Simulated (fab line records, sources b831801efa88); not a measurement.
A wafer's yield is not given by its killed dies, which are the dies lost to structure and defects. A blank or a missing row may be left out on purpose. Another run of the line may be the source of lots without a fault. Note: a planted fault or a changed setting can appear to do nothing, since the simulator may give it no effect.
Which tool is to blame? | flow sky130 | at 1 step of a route of 708, 12 lots with 36 wafers sampled

## WHAT THE GAUGES READ, wafer by wafer
SKY_FIELD_ISO_THK_MEAS_02.
lot  | measured    | on            | FIELD_ISO_OXIDATION_00_THK (nm)
L075 | day 1 16:38 | film_metro-02 | 12.00 11.91 11.90
L077 | day 2 06:05 | film_metro-01 | 11.88 12.00 12.07
L079 | day 2 15:36 | film_metro-02 | 11.96 11.92 12.04
L081 | day 3 01:35 | film_metro-01 | 12.23 12.11 12.15
L083 | day 3 10:01 | film_metro-02 | 11.89 12.05 12.02
L085 | day 3 18:46 | film_metro-01 | 11.89 11.82 11.67
L087 | day 4 05:41 | film_metro-03 | 11.50 11.71 11.47
L089 | day 4 15:53 | film_metro-01 | 11.94 12.03 12.03
L091 | day 5 00:38 | film_metro-01 | 12.24 11.95 11.86
L093 | day 5 11:09 | film_metro-02 | 12.05 12.05 11.97
L095 | day 5 20:38 | film_metro-01 | 12.05 12.09 12.13
L097 | day 6 06:38 | film_metro-03 | 12.58 12.31 12.49

## EACH LOT AND THE TOOL THAT RAN IT (in order: tool; ch and the chambers of the sampled wafers; start)
No process step before these readings appears in the record.

## THE ANSWER, worked out from the rows above alone
Rule: usual is defined by the lots themselves. The widest of any qualifying gaps counts: lots, ordered by their means at a reading, are off when they make up no more than a third of the lots, leave a main group of 4 or more, and stand apart from it by 3 or more times the standard deviation of that group's means. A main group is skipped when, at the precision printed for the reading in the tables above, its means are all equal. A lot without any number at a reading at which 4 lots or more have one is off too. The other lots that the step has rows for count as sound.
No lot is off on any of the readings shown, so nothing can be concluded from this.

## WHAT THE SIMULATOR PUT IN
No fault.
